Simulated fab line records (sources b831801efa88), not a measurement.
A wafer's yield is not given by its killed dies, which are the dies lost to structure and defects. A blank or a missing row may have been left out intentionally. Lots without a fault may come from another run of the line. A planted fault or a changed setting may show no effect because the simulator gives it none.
Which tool did it? | flow gf180mcu | 7 lots with 21 wafers sampled at 2 steps, on a route of 602 steps

## WHAT EACH GAUGE READ, for each wafer
GF_V4_THK_MEAS_25: measures by xrf.
lot  | measured     | on            | V4_W_THK (nm)
L586 | day 24 19:22 | film_metro-01 | 358 356 350
L588 | day 25 07:15 | film_metro-01 | 358 365 360
L591 | day 26 19:57 | film_metro-04 | 369 363 373
L596 | day 28 02:51 | film_metro-03 | 356 357 355
L598 | day 28 17:28 | film_metro-01 | 349 350 349
L600 | day 29 05:02 | film_metro-04 | 372 379 373
L605 | day 30 11:11 | film_metro-03 | 357 352 359

## EACH LOT AND THE TOOL THAT RAN IT (in order: tool; ch and the chambers of the sampled wafers; start)
lot  | GF_M4_SPUTTER_00
L586 | pvd_sputter-03, day 22 19:22
L588 | pvd_sputter-01, day 23 09:29
L591 | pvd_sputter-04, day 24 21:25
L596 | pvd_sputter-03, day 26 08:10
L598 | pvd_sputter-01, day 26 22:04
L600 | pvd_sputter-03, day 27 11:22
L605 | pvd_sputter-04, day 28 19:01
- GF_M4_SPUTTER_00: material Ti, target thk 37.5 nm, time 150 s.

## THE ANSWER, worked out from the rows above alone
Rule: the usual values come from the lots themselves. Put in order of their means at a reading, lots are off if they are a third of the lots or fewer, leave a main group of 4 or more, and stand apart from it by a gap of 3 or more times the standard deviation of the main group's means; of several such gaps the widest counts. Not used: any main group whose means are identical at the precision the tables above print for the reading. Also off: a lot with no number at a reading for which 4 or more lots have one. Any other lot the step has rows for is counted as sound.
Across all readings shown, no lot is off: no conclusion can be drawn from this.

## WHAT WAS PUT IN BY THE SIMULATOR
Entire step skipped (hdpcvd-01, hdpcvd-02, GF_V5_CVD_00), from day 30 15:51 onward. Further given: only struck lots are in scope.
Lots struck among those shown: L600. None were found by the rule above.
